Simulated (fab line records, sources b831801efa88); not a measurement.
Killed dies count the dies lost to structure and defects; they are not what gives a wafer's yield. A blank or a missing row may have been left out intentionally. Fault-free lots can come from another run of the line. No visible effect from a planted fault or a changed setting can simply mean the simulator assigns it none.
fab line records	flow sfqLine
record: lots: 14	wafers: 42	lastDay: 100
route steps=325 shown L0@14 L0V@16 M0@40 I1@74
lots that met no fault: from a run of the same line without faults
startH: hours from the record's opening day to when the first of the lot's shown wafers began	waitH: hours since the lot's step before	" same as the row above	L1.1+2: one row covering several wafers at once	- no value, or no start given	* or withheld: withheld	< > ~ a bound
route shown NAME@n: NAME is a module with steps in the file, n the number in the route of the first one	usual: mean/standard deviation taken from wafers without a fault	same: alike in all rows	chamber/n: place in a boat	sites: readings site by site	_std_site: their standard deviation	_edge_site: mean of outer sites minus mean of inner sites	radiusMm: how far each site lies from the wafer's centre	mask NAME#n: copy n	behind: the tool/chamber that last shaped the wafer	hold: why the lot was held/for how many hours/how that ended	device: which transistor (n, p or np) failed to switch	end of line: tests of these same wafers at the route's end	for a step that has no rows: nothing shown but its recipe	killed: the dies lost at the first sort to structure and to defects; this is not the yield of the wafer	map: shows each die of a wafer: x if killed, . if not, _ if none is there
set.NAME: the setting as run; set.NAME@STEP: as run at that earlier step	model.NAME: the simulator's own value behind a step, which no gauge read
a sample of lots followed through the steps of the route, with each step as a table and each wafer as a row
services: the hour from which a tool's chamber was out of use, counted from the record's first day as startH (under 0 if before that day), plus the number of hours and why
== steps ==
step: SFQ_TRILAYER_L0_STRIP_STRIP_009
recipe: gas: O2	powerW: 200	platenTempC: 40	overashFraction: 0.65	chemistry: O2	pressureMtorr: 50
usual: chamberPressureMTorr: 50.00/0.046	drypumpMotorCurrentA: 6.0/0.43	oesProductAu: 1.002/0.0092
lot.wafer	tool	chamber	startH	waitH	chamberPressureMTorr	drypumpMotorCurrentA	oesProductAu	rfHoursCounterH
L380.1	rieMetal-02	1	86.37	0.0	50.07	6.3	0.992	75
L380.2	"	0	"	"	50.06	5.6	1.015	29
L380.3	"	0	"	"	49.95	5.6	1.014	-
L381.1	rieMetal-02	1	96.10	0.0	50.03	6.4	0.996	76
L381.3	"	1	"	"	50.01	6.3	0.990	-
L381.5	"	1	"	"	50.02	6.3	1.010	-
L382.2	rieMetal-02	0	99.70	0.0	49.99	5.6	1.025	31
L382.4	"	0	"	"	49.96	5.6	1.019	-
L382.6	"	1	"	"	49.99	6.3	0.991	-
L383.2	rieMetal-04	1	104.50	0.0	49.98	6.1	1.003	137
L383.3	"	1	"	"	50.05	6.1	1.005	-
L383.6	"	1	"	"	50.06	6.1	1.015	-
L384.2	rieMetal-02	0	114.15	0.0	49.90	5.6	0.997	32
L384.4	"	1	"	"	50.00	6.4	0.995	-
L384.6	"	1	"	"	49.96	6.3	0.989	-
L385.1	rieMetal-03	1	121.35	0.0	49.96	5.2	0.994	4
L385.4	"	0	"	"	49.97	6.0	1.001	-
L385.5	"	1	"	"	50.13	5.3	1.001	-
L388.1	rieMetal-02	0	136.95	0.0	50.04	5.6	1.011	36
L388.2	"	1	"	"	49.99	6.4	0.993	83
L388.4	"	1	"	"	50.02	6.4	0.992	-
L396.1	rieMetal-04	1	183.90	0.0	49.98	6.1	1.000	147
L396.5	"	0	"	"	49.99	6.7	1.005	-
L396.6	"	1	"	"	49.98	6.1	1.010	-
L397.1	rieMetal-02	1	187.50	0.0	50.02	6.4	0.997	95
L397.4	"	0	"	"	50.02	5.6	1.003	-
L397.6	"	1	"	"	49.96	6.3	0.992	-
L398.3	rieMetal-03	0	194.01	0.4	50.04	6.0	1.018	-
L398.5	"	0	"	"	49.92	6.0	1.014	-
L398.6	"	0	"	"	50.06	6.0	1.001	-
L399.3	rieMetal-03	0	200.01	0.4	50.00	6.0	1.006	-
L399.4	"	0	"	"	50.02	6.0	1.011	-
L399.6	"	0	"	"	49.99	6.0	1.013	-
L400.3	rieMetal-04	0	203.30	0.2	50.00	6.6	0.985	-
L400.4	"	1	"	"	50.04	6.1	0.999	-
L400.6	"	1	"	"	49.98	6.1	0.997	-
L401.2	rieMetal-02	1	211.50	0.0	49.98	6.4	0.986	98
L401.3	"	1	"	"	49.95	6.4	0.982	-
L401.4	"	0	"	"	49.98	5.6	1.000	-
L402.1	rieMetal-03	0	222.41	0.1	50.01	6.0	1.003	185
L402.4	"	0	"	"	50.08	6.0	1.009	-
L402.5	"	0	"	"	49.98	6.0	1.013	-
step: SFQ_TRILAYER_L0_CAP_PECVD_011
recipe: material: SiO2	tempC: 150	timeS: 13.333	pressureTorr: 2.4	rfW: 183.3	precursor: SiH4/N2O	targetThkNm: 60
usual: chamberPressureTorr: 2.399/0.005	heaterPowerOuterW: 28/9.2	heaterPowerW: 81/14	throttleValvePct: 25.3/0.88
lot.wafer	tool	chamber	startH	waitH	chamberPressureTorr	heaterPowerOuterW	heaterPowerW	sinceWetCleanH	throttleValvePct
L380.1	pecvd-02	2	87.15	0.0	2.399	37	91	1001	26.3
L380.2	"	0	"	"	2.396	16	66	1001	24.9
L380.3	"	1	"	"	2.405	23	69	1001	25.7
L381.1	pecvd-01	0	96.87	0.0	2.401	44	108	1381	26.2
L381.3	"	1	"	"	2.389	38	90	-	25.8
L381.5	"	0	"	"	2.396	30	91	-	26.1
L382.2	pecvd-04	2	100.49	0.0	2.395	23	82	645	22.8
L382.4	"	0	"	"	2.393	42	101	-	24.9
L382.6	"	1	"	"	2.397	26	76	-	24.6
L383.2	pecvd-02	2	105.27	0.0	2.394	37	93	1020	25.9
L383.3	"	1	"	"	2.401	23	67	1020	25.4
L383.6	"	2	"	"	2.400	36	95	-	25.8
L384.2	pecvd-02	0	115.10	0.0	2.403	15	65	1029	25.2
L384.4	"	1	"	"	2.402	17	58	-	25.4
L384.6	"	2	"	"	2.400	33	90	-	26.1
L385.1	pecvd-02	1	122.13	0.0	2.398	21	65	1036	25.6
L385.4	"	2	"	"	2.402	35	89	-	25.9
L385.5	"	1	"	"	2.403	21	66	-	25.6
L388.1	pecvd-01	1	137.73	0.0	2.403	38	92	1421	25.5
L388.2	"	0	"	"	2.404	42	106	1421	26.2
L388.4	"	0	"	"	2.406	43	110	-	26.5
L396.1	pecvd-01	2	184.68	0.0	2.400	26	75	1468	26.5
L396.5	"	1	"	"	2.401	33	84	-	25.8
L396.6	"	2	"	"	2.397	27	75	-	26.4
L397.1	pecvd-04	2	188.28	0.0	2.393	35	95	733	23.2
L397.4	"	1	"	"	2.393	28	78	-	25.1
L397.6	"	2	"	"	2.390	34	95	-	23.2
L398.3	pecvd-02	2	194.98	0.0	2.398	41	100	1109	25.9
L398.5	"	1	"	"	2.403	22	66	-	25.7
L398.6	"	2	"	"	2.401	40	101	-	25.8
L399.3	pecvd-04	0	200.98	0.0	2.399	37	94	746	25.1
L399.4	"	2	"	"	2.410	27	85	-	23.1
L399.6	"	0	"	"	2.396	37	92	-	25.6
L400.3	pecvd-02	2	203.88	0.0	2.396	40	94	1118	25.8
L400.4	"	2	"	"	2.400	39	98	-	26.0
L400.6	"	0	"	"	2.406	14	64	-	24.9
L401.2	pecvd-02	0	212.29	0.0	2.389	19	69	1127	24.7
L401.3	"	2	"	"	2.398	40	97	1127	25.9
L401.4	"	2	"	"	2.405	40	98	-	26.1
L402.1	pecvd-01	2	224.02	0.0	2.401	31	83	16	23.3
L402.4	"	2	"	"	2.397	32	83	-	23.5
L402.5	"	0	"	"	2.398	40	100	-	23.8
step: SFQ_TRILAYER_M0_ETCH_METAL_ETCH_024
recipe: target: Nb	stopOn: SiO2	maskMaterial: PR	chemistry: Cl2/Ar	targetDepthNm: 240	icpW: 600	biasW: 80	pressureMtorr: 10	timeS: 120
usual: chamberPressureMTorr: 10.000/0.0093	drypumpMotorCurrentA: 6.0/0.47	oesProductAu: 0.896/0.0081
lot.wafer	tool	chamber	startH	waitH	chamberPressureMTorr	drypumpMotorCurrentA	oesProductAu	rfHoursCounterH
L380.1	rieMetal-04	1	285.14	0.0	9.997	6.1	0.900	159
L380.2	"	0	"	"	9.986	6.7	0.902	99
L380.3	"	1	"	"	10.000	6.1	0.888	-
L381.1	rieMetal-04	0	298.34	0.0	10.000	6.7	0.889	101
L381.3	"	1	"	"	9.981	6.1	0.892	-
L381.5	"	0	"	"	10.002	6.7	0.901	-
L382.2	rieMetal-03	1	307.94	0.0	10.004	5.3	0.906	22
L382.4	"	0	"	"	9.997	6.0	0.898	-
L382.6	"	1	"	"	9.998	5.2	0.898	-
L383.2	rieMetal-01	1	318.96	0.1	10.016	5.5	0.913	-
L383.3	"	1	"	"	9.999	5.5	0.893	-
L383.6	"	1	"	"	9.995	5.5	0.892	-
L384.2	rieMetal-04	0	332.69	0.0	10.005	6.7	0.899	105
L384.4	"	0	"	"	10.003	6.7	0.904	-
L384.6	"	1	"	"	10.026	6.1	0.900	-
L385.1	rieMetal-03	1	342.29	0.0	10.005	5.3	0.890	26
L385.4	"	1	"	"	10.000	5.3	0.898	-
L385.5	"	1	"	"	9.980	5.3	0.891	-
L388.1	rieMetal-01	0	365.44	0.0	9.989	5.9	0.891	5
L388.2	"	1	"	"	10.010	5.5	0.885	118
L388.4	"	0	"	"	9.988	5.8	0.891	-
L396.1	rieMetal-03	1	417.27	0.0	9.995	5.3	0.893	39
L396.5	"	1	"	"	10.005	5.2	0.904	-
L396.6	"	0	"	"	9.990	6.0	0.909	-
L397.1	rieMetal-04	1	422.07	0.0	9.998	6.1	0.893	6
L397.4	"	1	"	"	9.995	6.1	0.897	-
L397.6	"	1	"	"	10.012	6.1	0.891	-
L398.3	rieMetal-04	1	428.11	0.1	9.989	6.1	0.888	-
L398.5	"	1	"	"	9.978	6.1	0.887	-
L398.6	"	0	"	"	10.002	6.6	0.892	-
L399.3	rieMetal-04	0	436.64	0.1	10.003	6.7	0.895	-
L399.4	"	1	"	"	9.985	6.1	0.890	-
L399.6	"	0	"	"	9.990	6.7	0.885	-
L400.3	rieMetal-03	0	441.54	0.1	9.990	6.0	0.903	-
L400.4	"	0	"	"	10.000	6.0	0.901	-
L400.6	"	0	"	"	10.004	5.9	0.897	-
L401.2	rieMetal-01	0	447.82	0.0	9.992	5.8	0.904	16
L401.3	"	0	"	"	9.993	5.8	0.905	-
L401.4	"	1	"	"	9.988	5.5	0.896	-
L402.1	rieMetal-01	0	466.14	0.0	10.004	5.8	0.905	18
L402.4	"	1	"	"	10.012	5.5	0.881	-
L402.5	"	0	"	"	10.005	5.8	0.893	-
step: SFQ_TRILAYER_I1_CMP_CMP_046
recipe: material: SiO2	downForcePsi: 3	platenRpm: 60	padVelocityMS: 0.94248
usual: motorCurrentA: 10.5/0.75	timeToEndpointS: 217/8.2
lot.wafer	tool	chamber	startH	waitH	motorCurrentA	timeToEndpointS
L380.1	cmp-01	3	553.65	0.0	10.2	205
L380.3	"	1	554.65	1.0	11.4	217
L380.2	"	2	"	"	9.1	214
L381.1	cmp-01	2	585.60	0.5	9.1	221
L381.3	"	0	586.60	1.5	10.1	222
L381.5	"	2	587.60	2.5	9.2	216
L382.4	cmp-01	3	589.90	0.0	10.2	214
L382.2	"	0	"	"	10.5	216
L382.6	"	3	591.90	2.0	10.4	222
L383.2	cmp-02	3	598.05	1.0	12.1	228
L383.3	"	0	"	"	10.4	229
L383.6	"	3	600.05	2.9	11.8	225
L384.4	cmp-02	0	606.79	1.0	10.8	230
L384.2	"	1	"	"	10.6	227
L384.6	"	2	"	"	10.3	229
L385.1	cmp-02	1	628.73	7.7	10.8	214
L385.4	"	3	629.73	8.6	11.6	223
L385.5	"	1	630.73	9.6	11.0	221
L388.2	cmp-02	3	676.73	10.3	10.8	211
L388.1	"	1	677.73	11.3	10.3	218
L388.4	"	2	"	"	10.1	227
L396.1	cmp-02	0	751.64	0.0	10.7	233
L396.6	"	0	753.64	2.0	11.0	234
L396.5	"	1	"	"	10.7	215
L397.1	cmp-01	2	753.84	1.0	9.3	206
L397.4	"	3	"	"	10.5	213
L397.6	"	0	"	"	9.7	221
L399.3	cmp-01	1	768.97	1.4	11.4	213
L399.4	"	3	769.97	2.4	10.6	216
L399.6	"	0	"	"	9.8	226
L398.3	cmp-02	2	769.10	2.7	10.6	229
L398.5	"	3	"	"	10.6	242
L398.6	"	0	"	"	10.6	226
L400.4	cmp-01	2	773.85	0.0	9.0	226
L400.3	"	0	774.85	1.0	9.8	224
L400.6	"	3	776.35	2.5	10.2	211
L401.2	cmp-01	2	780.46	0.5	9.8	211
L401.4	"	3	"	"	10.7	212
L401.3	"	0	"	"	10.3	207
L402.1	cmp-01	3	804.46	11.8	10.6	204
L402.4	"	0	"	"	9.8	226
L402.5	"	2	805.96	13.2	9.2	221
step: SFQ_I1_BOW_MEAS_912
recipe: mode: bow
usual: I1_BOW: 2/8
lot.wafer	tool	chamber	startH	waitH	I1_BOW[um]
L380.1	filmMetro-04	-	556.65	2.5	-12
L380.2	"	-	"	"	2
L380.3	"	-	"	"	-4
L381.1	filmMetro-03	-	588.10	2.0	-7
L381.3	"	-	"	"	-14
L381.5	"	-	"	"	-12
L382.2	filmMetro-03	-	592.92	2.0	17
L382.4	"	-	"	"	6
L382.6	"	-	"	"	-1
L383.2	filmMetro-04	-	600.57	2.0	-5
L383.3	"	-	"	"	2
L383.6	"	-	"	"	8
L384.2	filmMetro-03	-	608.81	1.0	8
L384.4	"	-	"	"	11
L384.6	"	-	"	"	-1
L385.1	filmMetro-02	-	631.73	2.5	8
L385.4	"	-	"	"	12
L385.5	"	-	"	"	6
L388.1	filmMetro-02	-	679.73	1.5	10
L388.2	"	-	"	"	3
L388.4	"	-	"	"	4
L396.1	filmMetro-03	-	754.64	2.5	15
L396.5	"	-	"	"	-8
L396.6	"	-	"	"	6
L396.1	filmMetro-03	-	755.96	1.3	-
L396.5	"	-	"	"	-
L396.6	"	-	"	"	-
L397.1	filmMetro-02	-	755.84	1.5	17
L397.4	"	-	"	"	18
L397.6	"	-	"	"	-8
L398.3	filmMetro-04	-	770.64	1.0	13
L398.5	"	-	"	"	11
L398.6	"	-	"	"	-8
L398.3	filmMetro-04	-	771.96	1.3	-
L398.5	"	-	"	"	-
L398.6	"	-	"	"	-
L399.3	filmMetro-02	-	771.51	2.0	-1
L399.4	"	-	"	"	7
L399.6	"	-	"	"	9
L400.3	filmMetro-04	-	776.89	1.5	-11
L400.4	"	-	"	"	-12
L400.6	"	-	"	"	-12
L401.2	filmMetro-02	-	782.98	2.0	1
L401.3	"	-	"	"	4
L401.4	"	-	"	"	4
L402.1	filmMetro-02	-	806.96	2.0	2
L402.4	"	-	"	"	4
L402.5	"	-	"	"	-3
step: SFQ_TRILAYER_I1_METRO_MEASURE_047
usual: thkNm: 199.7/1.2
lot.wafer	tool	chamber	startH	waitH	thkNm
L380.1	filmMetro-04	-	556.77	0.1	199.2
L380.2	"	-	"	"	199.1
L380.3	"	-	"	"	199.9
L381.1	filmMetro-03	-	588.22	0.1	199.5
L381.3	"	-	"	"	198.9
L381.5	"	-	"	"	199.3
L382.2	filmMetro-03	-	593.22	0.3	199.6
L382.4	"	-	"	"	198.0
L382.6	"	-	"	"	197.4
L383.2	filmMetro-04	-	600.87	0.3	202.9
L383.3	"	-	"	"	202.2
L383.6	"	-	"	"	201.3
L384.2	filmMetro-03	-	609.11	0.3	200.6
L384.4	"	-	"	"	201.8
L384.6	"	-	"	"	202.1
L385.1	filmMetro-02	-	631.85	0.1	199.8
L385.4	"	-	"	"	201.1
L385.5	"	-	"	"	199.4
L388.1	filmMetro-02	-	679.85	0.1	199.9
L388.2	"	-	"	"	200.0
L388.4	"	-	"	"	200.4
L397.1	filmMetro-02	-	755.96	0.1	200.3
L397.4	"	-	"	"	198.5
L397.6	"	-	"	"	200.2
L396.1	filmMetro-03	-	760.50	4.5	184.8
L396.5	"	-	"	"	184.2
L396.6	"	-	"	"	185.7
L396.1	filmMetro-03	-	761.87	1.2	184.7
L396.5	"	-	"	"	184.4
L396.6	"	-	"	"	185.4
L399.3	filmMetro-02	-	771.99	0.5	200.1
L399.4	"	-	"	"	197.6
L399.6	"	-	"	"	199.2
L398.3	filmMetro-04	-	774.84	2.9	185.3
L398.5	"	-	"	"	183.3
L398.6	"	-	"	"	185.7
L398.3	filmMetro-04	-	776.21	1.2	185.4
L398.5	"	-	"	"	183.4
L398.6	"	-	"	"	185.5
L400.3	filmMetro-04	-	777.37	0.5	201.8
L400.4	"	-	"	"	199.4
L400.6	"	-	"	"	199.9
L401.2	filmMetro-02	-	783.28	0.3	200.2
L401.3	"	-	"	"	200.1
L401.4	"	-	"	"	198.6
L402.1	filmMetro-02	-	807.08	0.1	198.3
L402.4	"	-	"	"	200.6
L402.5	"	-	"	"	200.5
step: SFQ_TRILAYER_I1_VIA_ETCH_VIA_ETCH_052
recipe: target: SiO2	stopOn: Nb	maskMaterial: PR	taperDeg: 20	chemistry: CHF3	targetDepthNm: 260	sourceW: 500	biasW: 80	pressureMtorr: 30	timeS: withheld
usual: chamberPressureMTorr: 29.999/0.026	drypumpMotorCurrentA: 5.8/0.43	oesProductAu: 0.854/0.0054
lot.wafer	tool	chamber	startH	waitH	chamberPressureMTorr	drypumpMotorCurrentA	oesProductAu
L380.1	rieDiel-04	1	718.24	0.0	29.953	6.0	0.859
L380.2	"	2	"	"	30.019	5.6	0.852
L380.3	"	3	"	"	30.016	5.7	0.854
L381.1	rieDiel-03	3	754.24	0.0	29.985	5.1	0.853
L381.3	"	1	"	"	29.988	6.5	0.855
L381.5	"	1	"	"	30.015	6.5	0.858
L382.2	rieDiel-01	2	764.18	0.0	29.984	5.5	0.853
L382.4	"	3	"	"	30.071	5.2	0.846
L382.6	"	1	"	"	29.976	6.1	0.843
L383.2	rieDiel-03	3	768.98	0.0	29.999	5.1	0.871
L383.3	"	1	"	"	30.039	6.5	0.860
L383.6	"	1	"	"	30.001	6.4	0.861
L384.2	rieDiel-03	2	776.44	0.0	29.988	5.5	0.854
L384.4	"	1	"	"	30.041	6.5	0.862
L384.6	"	0	"	"	30.017	5.4	0.862
L385.1	rieDiel-03	2	792.92	0.0	30.011	5.5	0.862
L385.4	"	1	"	"	30.020	6.5	0.861
L385.5	"	0	"	"	29.984	5.4	0.854
L388.1	rieDiel-01	3	832.36	0.0	29.986	5.2	0.859
L388.2	"	0	"	"	30.019	5.9	0.853
L388.4	"	1	"	"	29.994	6.1	0.859
L396.1	rieDiel-03	0	903.16	0.0	30.017	5.4	0.819
L396.5	"	0	"	"	29.988	5.4	0.807
L396.6	"	1	"	"	30.004	6.5	0.821
L397.1	rieDiel-04	0	905.56	0.0	30.010	6.2	0.864
L397.4	"	1	"	"	29.942	6.0	0.851
L397.6	"	3	"	"	29.996	5.7	0.844
L398.3	rieDiel-04	0	921.29	0.0	30.005	6.2	0.825
L398.5	"	1	"	"	29.995	6.0	0.816
L398.6	"	2	"	"	30.006	5.6	0.818
L399.3	rieDiel-04	3	922.49	0.0	29.997	5.7	0.849
L399.4	"	2	"	"	30.008	5.6	0.858
L399.6	"	0	"	"	30.004	6.2	0.858
L400.3	rieDiel-03	3	927.29	0.0	29.969	5.1	0.858
L400.4	"	0	"	"	30.013	5.5	0.854
L400.6	"	3	"	"	30.009	5.1	0.859
L401.2	rieDiel-04	0	932.09	0.0	29.994	6.2	0.857
L401.3	"	3	"	"	29.982	5.7	0.856
L401.4	"	2	"	"	29.997	5.6	0.853
L402.1	rieDiel-01	2	965.36	0.0	30.005	5.4	0.855
L402.4	"	0	"	"	30.067	5.9	0.856
L402.5	"	1	"	"	29.997	6.2	0.855
== services ==
tool	chamber	startH	hours	kind
cmp-01	-	65.02	4.0	pm
cmp-01	-	90.55	0.8	repair
cmp-01	-	121.20	0.2	repair
rieMetal-03	0	128.06	51.6	repair
cmp-01	-	128.46	2.0	repair
cmp-01	-	152.24	2.5	repair
rieMetal-03	1	157.27	74.5	repair
rieMetal-04	-	165.06	14.6	pm
rieMetal-04	0	226.20	9.0	repair
rieMetal-04	1	233.73	3.3	repair
rieMetal-04	-	236.72	2.8	pm
rieMetal-03	0	243.55	4.4	repair
cmp-01	-	260.63	0.5	repair
cmp-01	-	261.53	0.3	repair
rieMetal-04	1	268.63	4.9	repair
cmp-01	-	292.22	1.2	repair
rieMetal-04	-	301.20	1.9	repair
cmp-01	-	339.07	2.6	repair
cmp-01	-	342.09	4.1	pm
rieMetal-04	1	449.75	16.4	repair
rieMetal-04	-	516.01	0.2	repair
rieMetal-04	1	550.33	1.0	repair
rieMetal-04	-	643.40	0.5	repair
rieMetal-04	-	923.56	1.4	pm
== key ==
firstSign: step: SFQ_TRILAYER_I1_CMP_CMP_046	reading: timeToEndpointS	direction: up	sigmas: 1.6	usual: *	struck: *
effect: step: SFQ_I1_BOW_MEAS_912	reading: visit	direction: added
effect: step: SFQ_TRILAYER_I1_METRO_MEASURE_047	reading: visit	direction: added
effect: step: SFQ_TRILAYER_I1_METRO_MEASURE_047	reading: thkNm	direction: down	sigmas: 13	usual: 199.7	struck: 184.8
effect: step: SFQ_TRILAYER_I1_VIA_ETCH_VIA_ETCH_052	reading: oesProductAu	direction: down	sigmas: 6.8	usual: 0.854	struck: 0.818
metAt SFQ_TRILAYER_I1_CMP_CMP_046
struckLots L396,L398
notActingAt SFQ_TRILAYER_L0_STRIP_STRIP_009,SFQ_TRILAYER_L0_CAP_PECVD_011,SFQ_TRILAYER_M0_ETCH_METAL_ETCH_024
onsetBetween 676.73 751.64
fault: kind: processParameterDrift	tool: cmp-02	chamber: -	onsetH: 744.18	steps: SFQ_TRILAYER_I1_CMP_CMP_046	channel: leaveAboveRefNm	offset: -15	shape: step	endH: 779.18	actsIn: theseRecipesOnly	stated: 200
